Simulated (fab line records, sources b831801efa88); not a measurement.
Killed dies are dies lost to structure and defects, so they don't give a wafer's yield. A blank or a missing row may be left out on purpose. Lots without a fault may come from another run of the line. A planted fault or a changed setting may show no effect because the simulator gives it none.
fab line records | flow gf180mcu
record lots=5 wafers=15 last_day=34
route steps=602 shown V3@430 M4@456
lots that met no fault: from a run of the same line without faults
start_h: hours from the record's first day to the start of the lot's first wafer shown | wait_h: hours since the lot's step before | " the same as in the row above | L1.1+2: a row that stands for several wafers | - no value, or no start given | * or withheld: withheld | < > ~ a bound
route shown NAME@n: a module of which the file shows steps, and the number in the route of the first | usual: mean/standard deviation of fault-free wafers | same: alike in all rows | chamber/n: place in a boat | sites: the reading at each site | _std_site: their standard deviation | _edge_site: outer sites' mean less inner sites' | radius_mm: how far each site lies from the wafer's centre | mask NAME#n: copy n | behind: the tool/chamber that last shaped the wafer | hold: why the lot was held/for how many hours/how that ended | device: the transistor (n, p or np) that didn't switch | end of line: the same wafers' tests at the end of the route | a step without rows: its recipe alone | killed: dies lost to structure and defects at the first sort, not the wafer's yield | map: a wafer's dies, x killed, . not, _ none there
set.NAME: the setting as run; set.NAME@STEP: as run at that earlier step | model.NAME: the simulator's own value behind a step, which no gauge read
lots at some steps of the route; a table a step, a row a wafer
services: from which hour (start_h, from the record's first day; less than 0 if before it) a tool's chamber was out of use, for how many hours, and why
## steps
# step GF_V3_THK_MEAS_01
# recipe reads=SiO2_of_V3_CVD_00
# usual V3_CVD_00_THK=600/6.1
# columns lot.wafer tool chamber start_h wait_h V3_CVD_00_THK[nm]
L078.1 film_metro-03 - 528.94 0.0 608
L078.2 " - " " 603
L078.4 " - " " 603
L080.1 film_metro-03 - 542.69 0.0 612
L080.3 " - " " 606
L080.4 " - " " 604
L082.3 film_metro-03 - 561.35 0.1 608
L082.4 " - " " 609
L082.6 " - " " 607
L088.1 film_metro-03 - 608.14 0.0 593
L088.4 " - " " 591
L088.6 " - " " 593
L096.1 film_metro-04 - 661.74 0.0 596
L096.2 " - " " 598
L096.5 " - " " 605
# step GF_V3_CVD_02
# recipe material=SiO2 target_thk_nm=850 precursor=TEOS temp_c=400 time_s=94.851 rf_w=600
# usual heater_power_w=686/100 rf_fwd_power_W=595.9/1.9 susceptor_temp_C=399.99/0.23
# columns lot.wafer tool chamber start_h wait_h heater_power_w rf_fwd_power_W susceptor_temp_C
L078.1 pecvd-03 1 529.00 0.1 787 594.9 399.56
L078.2 " 2 " " 686 593.1 400.15
L078.4 " 2 " " 754 592.7 399.99
L080.1 pecvd-01 1 542.75 0.1 570 597.8 400.16
L080.3 " 0 " " 525 593.8 399.79
L080.4 " 1 " " 613 598.0 399.80
L082.3 pecvd-01 1 561.39 0.0 661 600.8 399.89
L082.4 " 0 " " 550 596.5 399.74
L082.6 " 1 " " 680 597.7 400.02
L088.1 pecvd-03 2 608.20 0.1 819 595.7 399.88
L088.4 " 2 " " 622 593.7 400.02
L088.6 " 0 " " 848 595.0 400.18
L096.1 pecvd-03 2 661.80 0.1 650 598.7 400.06
L096.2 " 0 " " 914 592.8 399.90
L096.5 " 1 " " 633 595.6 399.86
# step GF_V3_THK_MEAS_03
# recipe reads=SiO2_of_V3_CVD_02
# usual V3_CVD_02_THK=848/12
# columns lot.wafer tool chamber start_h wait_h V3_CVD_02_THK[nm]
L078.1 film_metro-04 - 529.07 0.0 843
L078.2 " - " " 842
L078.4 " - " " 855
L080.1 film_metro-01 - 542.82 0.0 837
L080.3 " - " " 835
L080.4 " - " " 846
L082.3 film_metro-03 - 561.47 0.1 827
L082.4 " - " " 835
L082.6 " - " " 847
L088.1 film_metro-04 - 608.27 0.0 864
L088.4 " - " " 881
L088.6 " - " " 878
L096.1 film_metro-01 - 661.87 0.0 864
L096.2 " - " " 857
L096.5 " - " " 869
# step GF_V3_CMP_04
# recipe material=SiO2 down_force_psi=4 platen_rpm=60 pad_velocity_m_s=0.94248
# usual edge_zone_pressure_frac=1.000/0.0058 motor_current_A=12.0/1.7 time_to_endpoint_s=80/5.8
# columns lot.wafer tool chamber start_h wait_h edge_zone_pressure_frac motor_current_A time_to_endpoint_s
L078.2 cmp-01 3 529.18 0.1 1.010 11.1 73
L078.4 " 0 " " 1.003 10.6 79
L078.1 " 1 " " 1.001 11.9 78
L080.4 cmp-01 3 542.93 0.1 1.003 10.9 81
L080.1 " 0 " " 0.998 10.8 76
L080.3 " 1 " " 1.012 12.2 77
L082.4 cmp-02 2 561.56 0.1 0.996 11.9 79
L082.3 " 0 " " 1.001 10.9 77
L082.6 " 2 " " 1.003 12.0 85
L088.1 cmp-01 1 608.33 0.1 1.000 11.6 81
L088.4 " 2 " " 0.998 10.9 87
L088.6 " 1 " " 0.995 11.5 90
L096.1 cmp-01 0 661.93 0.1 1.003 10.7 87
L096.2 " 2 " " 1.007 11.3 85
L096.5 " 1 " " 1.003 12.3 90
# step GF_V3_BOW_MEAS_05
# recipe mode=bow
# usual V3_BOW=116/8.8
# columns lot.wafer tool chamber start_h wait_h V3_BOW[um]
L078.1 film_metro-03 - 529.43 0.1 118
L078.2 " - " " 96
L078.4 " - " " 106
L080.1 film_metro-03 - 543.18 0.1 122
L080.3 " - " " 111
L080.4 " - " " 105
L082.3 film_metro-04 - 561.85 0.1 110
L082.4 " - " " 93
L082.6 " - " " 118
L088.1 film_metro-01 - 608.63 0.2 136
L088.4 " - " " 124
L088.6 " - " " 122
L096.1 film_metro-01 - 662.23 0.2 120
L096.2 " - " " 114
L096.5 " - " " 112
# step GF_V3_DEHYDRATE_06
# recipe temp_c=200 time_s=60
# usual exhaust_pa=45.1/0.99 resist_line_temp_C=23.01/0.1
# columns lot.wafer tool chamber start_h wait_h exhaust_pa resist_line_temp_C
L078.1 litho_track-04 0 540.18 10.7 46.8 23.11
L078.2 " 0 " " 45.9 23.14
L078.4 " 0 " " 45.2 23.15
L080.1 litho_track-04 0 554.28 11.1 44.9 23.24
L080.3 " 0 " " 45.8 23.18
L080.4 " 0 " " 45.1 23.00
L082.3 litho_track-01 0 572.40 10.5 43.0 22.88
L082.4 " 0 " " 43.8 22.85
L082.6 " 0 " " 44.4 23.12
L088.1 litho_track-02 0 618.39 9.7 44.2 22.77
L088.4 " 0 " " 45.5 23.00
L088.6 " 0 " " 45.2 23.02
L096.1 litho_track-04 0 671.48 9.2 44.6 23.02
L096.2 " 0 " " 45.5 23.08
L096.5 " 0 " " 45.5 23.10
# step GF_V3_HMDS_07
# recipe prime_time_s=60 prime_temp_c=120
# usual exhaust_pa=44.9/0.85 resist_line_temp_C=23.02/0.089
# columns lot.wafer tool chamber start_h wait_h exhaust_pa resist_line_temp_C
L078.1 litho_track-04 0 540.33 0.1 44.7 23.16
L078.2 " 0 " " 45.0 23.02
L078.4 " 0 " " 44.1 23.19
L080.1 litho_track-04 0 554.43 0.1 46.0 23.03
L080.3 " 0 " " 45.5 23.01
L080.4 " 0 " " 45.1 22.95
L082.3 litho_track-01 0 572.55 0.1 47.0 22.85
L082.4 " 0 " " 44.9 22.98
L082.6 " 0 " " 44.5 23.09
L088.1 litho_track-02 0 618.54 0.1 43.5 23.00
L088.4 " 0 " " 42.9 22.98
L088.6 " 0 " " 45.5 22.97
L096.1 litho_track-04 0 671.63 0.1 44.5 23.20
L096.2 " 0 " " 44.5 23.10
L096.5 " 0 " " 44.7 23.08
# step GF_V3_COAT_08
# recipe resist=BARC temp_c=withheld time_s=withheld spin_rpm=withheld resist_thk_nm=withheld
# usual exhaust_pa=45.1/0.81 resist_line_temp_C=*
# columns lot.wafer tool chamber start_h wait_h exhaust_pa resist_line_temp_C
L078.1 litho_track-04 0 540.48 0.1 44.5 *
L078.2 " 0 " " 44.4 *
L078.4 " 0 " " 44.1 *
L080.1 litho_track-04 0 554.58 0.1 44.9 *
L080.3 " 0 " " 46.4 *
L080.4 " 0 " " 45.8 *
L082.3 litho_track-01 0 572.70 0.1 44.4 *
L082.4 " 0 " " 45.1 *
L082.6 " 0 " " 45.8 *
L088.1 litho_track-02 0 618.69 0.1 45.0 *
L088.4 " 0 " " 45.6 *
L088.6 " 0 " " 44.6 *
L096.1 litho_track-04 0 671.78 0.1 45.5 *
L096.2 " 0 " " 46.1 *
L096.5 " 0 " " 45.5 *
# step GF_V3_COAT_09
# recipe resist=KrF spin_rpm=withheld resist_thk_nm=1000
# usual exhaust_pa=45.2/0.81 resist_line_temp_C=22.98/0.1
# columns lot.wafer tool chamber start_h wait_h exhaust_pa resist_line_temp_C
L078.1 litho_track-04 0 - - 46.3 23.10
L078.2 " 0 " " 45.3 22.99
L078.4 " 0 " " 45.7 23.08
L080.1 litho_track-04 0 - - 44.6 22.86
L080.3 " 0 " " 44.9 22.88
L080.4 " 0 " " 45.1 22.77
L082.3 litho_track-01 0 - - 45.5 22.92
L082.4 " 0 " " 46.4 22.99
L082.6 " 0 " " 45.7 22.98
L088.1 litho_track-02 0 - - 43.7 23.02
L088.4 " 0 " " 44.3 23.05
L088.6 " 0 " " 44.1 23.08
L096.1 litho_track-04 0 - - 45.6 22.88
L096.2 " 0 " " 45.1 22.87
L096.5 " 0 " " 45.5 22.90
# step GF_V3_SOFTBAKE_10
# recipe temp_c=130 time_s=60 resist=KrF
# usual exhaust_pa=45.0/0.91 resist_line_temp_C=22.98/0.11
# columns lot.wafer tool chamber start_h wait_h exhaust_pa resist_line_temp_C
L078.1 litho_track-04 0 - - 45.5 23.06
L078.2 " 0 " " 46.5 23.09
L078.4 " 0 " " 45.7 23.06
L080.1 litho_track-04 0 - - 44.6 23.13
L080.3 " 0 " " 46.7 23.10
L080.4 " 0 " " 45.4 22.94
L082.3 litho_track-01 0 - - 46.2 23.16
L082.4 " 0 " " 45.5 23.00
L082.6 " 0 " " 45.5 22.92
L088.1 litho_track-02 0 - - 46.1 22.96
L088.4 " 0 " " 46.0 23.11
L088.6 " 0 " " 46.1 23.05
L096.1 litho_track-04 0 - - 44.6 22.92
L096.2 " 0 " " 45.2 22.81
L096.5 " 0 " " 44.8 22.85
# step GF_V3_EXPOSE_11
# recipe mask_id=Via3 target_cd_nm=260 na=0.68 source_shape=conventional sigma_outer=0.6 dose_mj=38
# columns lot.wafer tool chamber start_h wait_h mask
L078.1+2+4 krf_scanner-02 0 - - Via3#0
L080.1+3+4 krf_scanner-01 0 - - Via3#0
L082.3+4+6 krf_scanner-02 0 - - Via3#0
L088.1+4+6 krf_scanner-01 0 - - Via3#0
L096.1+2+5 krf_scanner-01 0 - - Via3#0
# step GF_V3_PEB_12
# recipe peb_temp_c=135 peb_time_s=90 resist=KrF
# usual exhaust_pa=45.1/0.91 resist_line_temp_C=23.04/0.11
# columns lot.wafer tool chamber start_h wait_h exhaust_pa resist_line_temp_C
L078.1 litho_track-04 0 - - 45.8 23.02
L078.2 " 0 " " 44.4 23.00
L078.4 " 0 " " 45.2 23.00
L080.1 litho_track-02 0 - - 45.0 23.04
L080.3 " 0 " " 45.9 23.14
L080.4 " 0 " " 43.3 23.27
L082.3 litho_track-04 0 - - 46.1 23.04
L082.4 " 0 " " 44.1 23.00
L082.6 " 0 " " 44.9 23.27
L088.1 litho_track-01 0 - - 45.1 23.07
L088.4 " 0 " " 44.7 23.12
L088.6 " 0 " " 45.2 23.10
L096.1 litho_track-04 0 - - 45.0 23.07
L096.2 " 0 " " 43.8 23.01
L096.5 " 0 " " 44.1 23.17
# step GF_V3_DEVELOP_13
# recipe develop_time_s=60 resist=KrF dev_temp_c=21
# usual exhaust_pa=45.0/0.98 resist_line_temp_C=22.99/0.12
# columns lot.wafer tool chamber start_h wait_h exhaust_pa resist_line_temp_C
L078.1 litho_track-04 0 551.93 0.2 46.3 23.25
L078.2 " 0 " " 45.0 23.03
L078.4 " 0 " " 44.7 23.02
L080.1 litho_track-02 0 565.49 0.2 46.0 23.09
L080.3 " 0 " " 46.3 23.07
L080.4 " 0 " " 47.3 22.91
L082.3 litho_track-04 0 583.73 0.1 45.2 22.90
L082.4 " 0 " " 45.6 22.94
L082.6 " 0 " " 44.0 23.01
L088.1 litho_track-01 0 628.75 0.2 44.0 22.96
L088.4 " 0 " " 45.5 22.96
L088.6 " 0 " " 45.1 22.97
L096.1 litho_track-04 0 681.43 0.2 43.1 23.20
L096.2 " 0 " " 43.7 22.97
L096.5 " 0 " " 44.8 23.11
# step GF_V3_CD_MEAS_14
# recipe target_cd_nm=260
# usual cd_nm=260.0/1.2
# columns lot.wafer tool chamber start_h wait_h cd_nm
L078.1 cd_sem-01 - 552.08 0.1 258.4
L078.2 " - " " 259.2
L078.4 " - " " 258.4
L080.1 cd_sem-01 - 565.72 0.2 262.3
L080.3 " - " " 261.6
L080.4 " - " " 261.3
L082.3 cd_sem-01 - 583.87 0.1 260.4
L082.4 " - " " 259.0
L082.6 " - " " 259.8
L088.1 cd_sem-02 - 628.90 0.1 258.2
L088.4 " - " " 258.3
L088.6 " - " " 260.6
L096.1 cd_sem-01 - 681.58 0.1 258.6
L096.2 " - " " 259.6
L096.5 " - " " 259.2
# step GF_V3_OVL_MEAS_15
# usual V3_OVL=3/5.5
# columns lot.wafer tool chamber start_h wait_h V3_OVL[nm]
L078.1 overlay-01 - 552.20 0.1 9
L078.2 " - " " 8
L078.4 " - " " 13
L080.1 overlay-02 - 565.84 0.1 -7
L080.3 " - " " -7
L080.4 " - " " -5
L082.3 overlay-02 - 583.97 0.1 7
L082.4 " - " " 5
L082.6 " - " " 3
L088.1 overlay-01 - 629.02 0.1 4
L088.4 " - " " 9
L088.6 " - " " 6
L096.1 overlay-02 - 681.70 0.1 -1
L096.2 " - " " -5
L096.5 " - " " -2
# step GF_V3_ETCH_16
# recipe chemistry=N2/H2 target_depth_a=withheld overetch_a=withheld time_s=withheld target=BARC ion_energy_ev=200 source_w=500 bias_w=100 pressure_mtorr=30 n2_flow_sccm=100 h2_flow_sccm=200
# usual chamber_pressure_mTorr=29.999/0.026 drypump_motor_current_A=5.7/0.44 oes_product_au=0.854/0.0047 rf_fwd_power_W=494.6/2.4 throttle_valve_pct=13.224/0.0095
# columns lot.wafer tool chamber start_h wait_h chamber_pressure_mTorr drypump_motor_current_A oes_product_au rf_fwd_power_W throttle_valve_pct
L078.1 rie_diel-04 3 552.24 0.0 30.051 5.0 0.855 491.7 13.217
L078.2 " 1 " " 30.014 6.1 0.852 496.4 13.219
L078.4 " 0 " " 30.024 5.4 0.855 494.4 13.218
L080.1 rie_diel-01 0 565.88 0.0 29.982 6.4 0.850 496.5 13.235
L080.3 " 3 " " 29.997 5.3 0.851 493.0 13.218
L080.4 " 3 " " 30.008 5.3 0.850 493.6 13.231
L082.3 rie_diel-03 0 583.99 0.0 30.001 5.7 0.856 490.0 13.229
L082.4 " 1 " " 30.049 5.2 0.861 495.9 13.212
L082.6 " 3 " " 29.963 5.8 0.854 495.6 13.226
L088.1 rie_diel-03 3 629.06 0.0 30.018 5.8 0.852 496.6 13.216
L088.4 " 2 " " 30.000 5.4 0.848 496.5 13.230
L088.6 " 1 " " 30.014 5.2 0.866 498.2 13.227
L096.1 rie_diel-04 3 681.74 0.0 30.003 5.0 0.852 489.6 13.230
L096.2 " 2 " " 29.986 6.2 0.848 491.4 13.216
L096.5 " 0 " " 29.978 5.4 0.852 495.2 13.220
# step GF_V3_ETCH_17
# recipe chemistry=C4F8/O2/Ar mask_material=KrF target=SiO2 stop_on=TiN source_w=1500 bias_w=1200 pressure_mtorr=40 c4f8_flow_sccm=withheld O2_flow_sccm=6 Ar_flow_sccm=300 time_s=withheld target_depth_a=6350
# usual chamber_pressure_mTorr=40.00/0.036 oes_product_au=0.855/0.0043 rf_fwd_power_W=1492/5.1
# columns lot.wafer tool chamber start_h wait_h chamber_pressure_mTorr oes_product_au rf_fwd_power_W
L078.1 rie_diel-04 3 - - 40.04 0.852 1488
L078.2 " 1 " " 40.00 0.858 1489
L078.4 " 0 " " 40.02 0.850 1491
L080.1 rie_diel-01 0 - - 40.02 0.857 1488
L080.3 " 3 " " 40.02 0.849 1479
L080.4 " 3 " " 40.05 0.854 1486
L082.3 rie_diel-03 0 - - 40.04 0.854 1494
L082.4 " 1 " " 39.96 0.860 1494
L082.6 " 3 " " 39.99 0.850 1491
L088.1 rie_diel-03 3 - - 39.97 0.858 1489
L088.4 " 2 " " 39.97 0.854 1498
L088.6 " 1 " " 40.01 0.856 1496
L096.1 rie_diel-04 3 - - 40.03 0.850 1488
L096.2 " 2 " " 39.92 0.847 1480
L096.5 " 0 " " 40.00 0.856 1494
# step GF_V3_STRIP_18
# recipe chemistry=O2/N2 power_w=1400 pressure_mtorr=1500 platen_temp_c=250 o2_flow_sccm=3000 n2_flow_sccm=300 overash_fraction=0.5
# usual chamber_pressure_mTorr=1499.9/1.4 drypump_motor_current_A=5.9/0.42 heater_power_w=340/35 oes_product_au=0.593/0.0048
# columns lot.wafer tool chamber start_h wait_h chamber_pressure_mTorr drypump_motor_current_A heater_power_w oes_product_au rf_hours_counter_h
L078.1 plasma_asher-03 1 552.37 - 1501.1 5.3 288 0.597 14
L078.2 " 0 " " 1498.9 6.0 353 0.601 14
L078.4 " 0 " " 1499.4 6.0 348 0.595 -
L080.1 plasma_asher-03 0 566.01 - 1500.0 6.0 348 0.591 16
L080.3 " 1 " " 1500.9 5.3 288 0.596 -
L080.4 " 0 " " 1500.3 6.0 352 0.588 -
L082.3 plasma_asher-03 0 584.15 - 1499.8 6.0 352 0.589 -
L082.4 " 1 " " 1500.2 5.2 293 0.596 -
L082.6 " 1 " " 1498.3 5.2 290 0.597 -
L088.1 plasma_asher-03 0 629.18 - 1496.4 6.0 342 0.594 23
L088.4 " 0 " " 1499.4 6.0 354 0.590 -
L088.6 " 0 " " 1499.6 6.0 352 0.588 -
L096.1 plasma_asher-01 1 681.87 - 1501.5 5.8 369 0.598 55
L096.2 " 0 " " 1499.3 6.6 314 0.600 55
L096.5 " 1 " " 1503.1 5.8 364 0.598 -
# step GF_V3_STRIP_19
# recipe chemistry=post_etch_residue_remover time_s=1200 temp_c=72.5
# columns lot.wafer tool chamber start_h wait_h
L078.1+2+4 wet_bench-03 2 552.47 0.1
L080.1+3+4 wet_bench-02 1 566.11 0.1
L082.3+4+6 wet_bench-02 0 584.22 0.0
L088.1+4+6 wet_bench-03 1 629.28 0.1
L096.1+2+5 wet_bench-02 2 682.01 0.1
# step GF_V3_CLEAN_20
# recipe chemistry=DIW dry=n2_spin
# columns lot.wafer tool chamber start_h wait_h
L078.1+2+4 wet_bench-02 0 552.84 0.0
L080.1+3+4 wet_bench-04 1 566.45 0.0
L082.3+4+6 wet_bench-04 1 584.59 0.0
L088.1+4+6 wet_bench-04 2 629.66 0.0
L096.1+2+5 wet_bench-04 3 682.38 0.0
# step GF_V3_SPUTTER_21
# recipe material=Ti target_thk_nm=15 chamber_pressure_pa=5 power_w=2500 substrate_temp_c=200 time_s=80.02
# usual throttle_valve_pct=29.9/0.83
# columns lot.wafer tool chamber start_h wait_h throttle_valve_pct
L078.1 pvd_sputter-01 - 552.93 0.0 28.3
L078.2 " - " " 30.3
L078.4 " - " " 30.3
L080.1 pvd_sputter-04 - 566.54 0.0 30.5
L080.3 " - " " 30.8
L080.4 " - " " 30.6
L082.3 pvd_sputter-01 - 584.68 0.0 30.5
L082.4 " - " " 29.4
L082.6 " - " " 30.3
L088.1 pvd_sputter-01 - 629.75 0.0 29.4
L088.4 " - " " 30.1
L088.6 " - " " 30.5
L096.1 pvd_sputter-04 - 682.47 0.0 30.5
L096.2 " - " " 30.4
L096.5 " - " " 30.7
# step GF_V3_SPUTTER_22
# recipe material=TiN target_thk_nm=10 chamber_pressure_pa=5 power_w=4000 time_s=40
# usual throttle_valve_pct=29.9/0.83
# columns lot.wafer tool chamber start_h wait_h throttle_valve_pct
L078.1 pvd_sputter-01 - 552.99 0.0 28.3
L078.2 " - " " 30.1
L078.4 " - " " 30.7
L080.1 pvd_sputter-04 - 566.60 0.0 30.2
L080.3 " - " " 30.6
L080.4 " - " " 30.9
L082.3 pvd_sputter-01 - 584.74 0.0 30.2
L082.4 " - " " 29.5
L082.6 " - " " 30.0
L088.1 pvd_sputter-01 - 629.81 0.0 29.6
L088.4 " - " " 30.2
L088.6 " - " " 30.5
L096.1 pvd_sputter-04 - 682.53 0.0 30.9
L096.2 " - " " 30.3
L096.5 " - " " 30.9
# step GF_V3_CVD_23
# recipe material=W target_thk_nm=350 time_s=104.9 temp_c=400 pressure_torr=40
# usual chamber_pressure_Torr=39.99/0.091 heater_power_w=939/110 susceptor_temp_C=399.99/0.22
# columns lot.wafer tool chamber start_h wait_h chamber_pressure_Torr heater_power_w susceptor_temp_C
L078.1 cvd_w-01 1 553.03 0.0 39.99 800 400.01
L078.2 " 0 " " 40.06 1063 399.93
L078.4 " 0 " " 40.26 1059 399.99
L080.1 cvd_w-02 0 566.64 0.0 40.02 843 399.95
L080.3 " 1 " " 40.12 967 400.02
L080.4 " 0 " " 40.05 861 400.19
L082.3 cvd_w-01 0 584.86 0.1 40.10 1058 400.02
L082.4 " 0 " " 40.08 1052 399.89
L082.6 " 0 " " 39.98 1057 400.04
L088.1 cvd_w-02 1 629.85 0.0 39.90 973 399.76
L088.4 " 1 " " 40.17 974 399.74
L088.6 " 1 " " 40.02 959 399.83
L096.1 cvd_w-01 1 682.57 0.0 39.98 809 399.87
L096.2 " 0 " " 40.05 1063 400.08
L096.5 " 1 " " 39.97 796 400.19
# step GF_V3_RS_MEAS_24
# recipe thk_meas_gauge=four-point-probe reads=W_of_V3_CVD_23+TiN_of_V3_SPUTTER_22+Ti_of_V3_SPUTTER_21
# usual V3_W_RS=0.328/0.0043
# columns lot.wafer tool chamber start_h wait_h V3_W_RS[ohm/sq]
L078.1 film_metro-01 - 553.15 0.1 0.334
L078.2 " - " " 0.328
L078.4 " - " " 0.333
L080.1 film_metro-04 - 566.75 0.1 0.324
L080.3 " - " " 0.329
L080.4 " - " " 0.323
L082.3 film_metro-03 - 585.05 0.2 0.333
L082.4 " - " " 0.332
L082.6 " - " " 0.332
L088.1 film_metro-03 - 630.07 0.2 0.328
L088.4 " - " " 0.326
L088.6 " - " " 0.322
L096.1 film_metro-01 - 682.68 0.1 0.327
L096.2 " - " " 0.329
L096.5 " - " " 0.326
# step GF_V3_THK_MEAS_25
# recipe thk_meas_gauge=xrf reads=W_of_V3_CVD_23
# usual V3_W_THK=355/5.3
# columns lot.wafer tool chamber start_h wait_h V3_W_THK[nm]
L078.1 film_metro-01 - 553.27 0.1 356
L078.2 " - " " 365
L078.4 " - " " 357
L080.1 film_metro-04 - 566.87 0.1 353
L080.3 " - " " 350
L080.4 " - " " 355
L082.3 film_metro-03 - 585.15 0.1 346
L082.4 " - " " 349
L082.6 " - " " 350
L088.1 film_metro-03 - 630.19 0.1 351
L088.4 " - " " 353
L088.6 " - " " 359
L096.1 film_metro-01 - 682.80 0.1 362
L096.2 " - " " 361
L096.5 " - " " 365
# step GF_V3_CMP_26
# recipe stop_on=SiO2 down_force_psi=3.5 platen_rpm=60 t_overpolish_s=15 target_thk_nm=0 pad_velocity_m_s=0.94248
# usual edge_zone_pressure_frac=1.000/0.0047 motor_current_A=11.3/1.8 overpolish_run_s=14.999/0.0091 time_to_endpoint_s=85/3.4
# columns lot.wafer tool chamber start_h wait_h edge_zone_pressure_frac motor_current_A overpolish_run_s time_to_endpoint_s
L078.4 cmp-01 3 553.33 0.0 1.000 10.3 14.987 82
L078.2 " 0 " " 0.999 10.1 15.000 83
L078.1 " 1 " " 1.003 11.5 15.009 84
L080.1 cmp-02 3 566.93 0.1 1.003 12.3 14.989 86
L080.3 " 0 " " 1.005 9.5 15.001 85
L080.4 " 2 " " 0.999 11.2 14.999 86
L082.4 cmp-02 2 585.19 0.0 0.997 10.9 15.002 88
L082.3 " 1 " " 0.996 14.6 14.996 86
L082.6 " 2 " " 0.991 10.4 14.981 90
L088.1 cmp-01 0 630.25 0.1 0.995 9.8 15.014 85
L088.4 " 2 " " 1.003 10.4 14.991 83
L088.6 " 1 " " 0.999 10.9 14.993 83
L096.2 cmp-01 2 682.96 0.1 1.001 10.2 15.008 81
L096.1 " 3 " " 0.999 9.9 15.003 85
L096.5 " 0 " " 1.003 10.0 15.009 83
# step GF_M4_SPUTTER_00
# recipe material=Ti target_thk_nm=37.5 arriving_ion_energy_ev=80 substrate_temp_c=200 chamber_pressure_pa=2 power_w=4000 time_s=150
# usual throttle_valve_pct=29.8/1
# columns lot.wafer tool chamber start_h wait_h throttle_valve_pct
L078.1 pvd_sputter-04 - 553.63 0.1 31.2
L078.2 " - " " 30.4
L078.4 " - " " 30.7
L080.1 pvd_sputter-02 - 567.23 0.2 32.0
L080.3 " - " " 27.7
L080.4 " - " " 29.5
L082.3 pvd_sputter-03 - 585.49 0.1 28.8
L082.4 " - " " 29.8
L082.6 " - " " 30.1
L088.1 pvd_sputter-04 - 630.55 0.2 30.7
L088.4 " - " " 30.3
L088.6 " - " " 30.8
L096.1 pvd_sputter-02 - 683.16 0.1 32.1
L096.2 " - " " 29.2
L096.5 " - " " 29.5
# step GF_M4_SPUTTER_01
# recipe material=TiN target_thk_nm=30 power_w=6500 time_s=25 chamber_pressure_pa=0.4
# usual throttle_valve_pct=29.8/1
# columns lot.wafer tool chamber start_h wait_h throttle_valve_pct
L078.1 pvd_sputter-04 - 553.73 0.1 30.9
L078.2 " - " " 30.1
L078.4 " - " " 30.6
L080.1 pvd_sputter-02 - 567.33 0.1 32.2
L080.3 " - " " 27.7
L080.4 " - " " 29.3
L082.3 pvd_sputter-03 - 585.59 0.1 28.9
L082.4 " - " " 30.0
L082.6 " - " " 30.1
L088.1 pvd_sputter-04 - 630.65 0.1 30.8
L088.4 " - " " 30.3
L088.6 " - " " 30.9
L096.1 pvd_sputter-02 - 683.26 0.1 32.0
L096.2 " - " " 29.4
L096.5 " - " " 29.1
# step GF_M4_SPUTTER_02
# recipe material=AlCu target_thk_nm=450 power_w=10600 time_s=23.9 chamber_pressure_pa=0.4
# usual throttle_valve_pct=29.8/1
# columns lot.wafer tool chamber start_h wait_h throttle_valve_pct
L078.1 pvd_sputter-04 - 553.76 0.0 30.9
L078.2 " - " " 30.3
L078.4 " - " " 30.9
L080.1 pvd_sputter-02 - 567.36 0.0 32.0
L080.3 " - " " 27.9
L080.4 " - " " 29.3
L082.3 pvd_sputter-03 - 585.62 0.0 29.0
L082.4 " - " " 30.1
L082.6 " - " " 30.2
L088.1 pvd_sputter-04 - 630.68 0.0 30.7
L088.4 " - " " 30.3
L088.6 " - " " 30.7
L096.1 pvd_sputter-02 - 683.29 0.0 32.1
L096.2 " - " " 29.4
L096.5 " - " " 29.6
# step GF_M4_SPUTTER_03
# recipe material=Ti target_thk_nm=10 substrate_temp_c=300 chamber_pressure_pa=0.3 power_w=3000 time_s=6.7
# usual throttle_valve_pct=29.9/0.98
# columns lot.wafer tool chamber start_h wait_h throttle_valve_pct
L078.1 pvd_sputter-04 - 553.79 0.0 30.5
L078.2 " - " " 30.5
L078.4 " - " " 30.6
L080.1 pvd_sputter-02 - 567.39 0.0 32.0
L080.3 " - " " 27.7
L080.4 " - " " 29.4
L082.3 pvd_sputter-03 - 585.65 0.0 28.7
L082.4 " - " " 30.2
L082.6 " - " " 30.0
L088.1 pvd_sputter-04 - 630.71 0.0 30.7
L088.4 " - " " 30.4
L088.6 " - " " 30.7
L096.1 pvd_sputter-02 - 683.32 0.0 32.0
L096.2 " - " " 29.3
L096.5 " - " " 29.1
# step GF_M4_SPUTTER_04
# recipe material=TiN target_thk_nm=50 power_w=6500 time_s=41.7 chamber_pressure_pa=0.4
# usual throttle_valve_pct=29.8/1
# columns lot.wafer tool chamber start_h wait_h throttle_valve_pct
L078.1 pvd_sputter-04 - 553.81 0.0 30.6
L078.2 " - " " 29.9
L078.4 " - " " 30.7
L080.1 pvd_sputter-02 - 567.41 0.0 31.9
L080.3 " - " " 27.3
L080.4 " - " " 29.4
L082.3 pvd_sputter-03 - 585.67 0.0 29.1
L082.4 " - " " 29.9
L082.6 " - " " 30.1
L088.1 pvd_sputter-04 - 630.73 0.0 30.8
L088.4 " - " " 30.5
L088.6 " - " " 30.6
L096.1 pvd_sputter-02 - 683.34 0.0 32.0
L096.2 " - " " 29.4
L096.5 " - " " 29.4
# step GF_M4_RS_MEAS_05
# recipe thk_meas_gauge=four-point-probe reads=TiN_of_M4_SPUTTER_04+Ti_of_M4_SPUTTER_03+AlCu_of_M4_SPUTTER_02+TiN_of_M4_SPUTTER_01+Ti_of_M4_SPUTTER_00
# usual M4_ALCU_RS=0.0696/0.00067
# columns lot.wafer tool chamber start_h wait_h M4_ALCU_RS[ohm/sq]
L078.1 film_metro-02 - 553.85 0.0 0.0699
L078.2 " - " " 0.0696
L078.4 " - " " 0.0700
L080.1 film_metro-03 - 567.45 0.0 0.0694
L080.3 " - " " 0.0694
L080.4 " - " " 0.0693
L082.3 film_metro-04 - 585.75 0.1 0.0701
L082.4 " - " " 0.0702
L082.6 " - " " 0.0701
L088.1 film_metro-03 - 630.77 0.0 0.0693
L088.4 " - " " 0.0688
L088.6 " - " " 0.0685
L096.1 film_metro-02 - 683.38 0.0 0.0695
L096.2 " - " " 0.0696
L096.5 " - " " 0.0694
## services
# columns tool chamber start_h hours kind
krf_scanner-01 - 528.61 1.0 pm
cmp-02 - 530.52 3.7 repair
pvd_sputter-01 - 548.92 3.1 repair
krf_scanner-01 - 557.84 4.4 pm
krf_scanner-01 - 565.30 0.5 repair
cmp-02 - 570.22 1.9 repair
cmp-01 - 572.00 4.0 pm
cvd_w-01 1 572.01 15.1 repair
plasma_asher-03 - 575.02 0.7 repair
krf_scanner-01 - 588.59 0.8 pm
cmp-01 - 590.77 1.1 repair
wet_bench-04 - 592.37 2.5 repair
cmp-02 - 602.64 16.3 pm
cvd_w-01 0 605.47 4.4 repair
cvd_w-01 - 620.72 28.1 pm
pvd_sputter-02 - 626.83 23.9 repair
pvd_sputter-01 - 626.92 1.7 repair
cmp-02 - 631.58 3.4 repair
pvd_sputter-02 - 639.47 1.6 repair
pvd_sputter-01 - 641.67 7.1 repair
plasma_asher-03 - 658.29 1.5 repair
cmp-01 - 660.24 0.4 repair
pvd_sputter-01 - 661.51 2.3 repair
plasma_asher-03 - 662.98 4.9 repair
## key
fault none
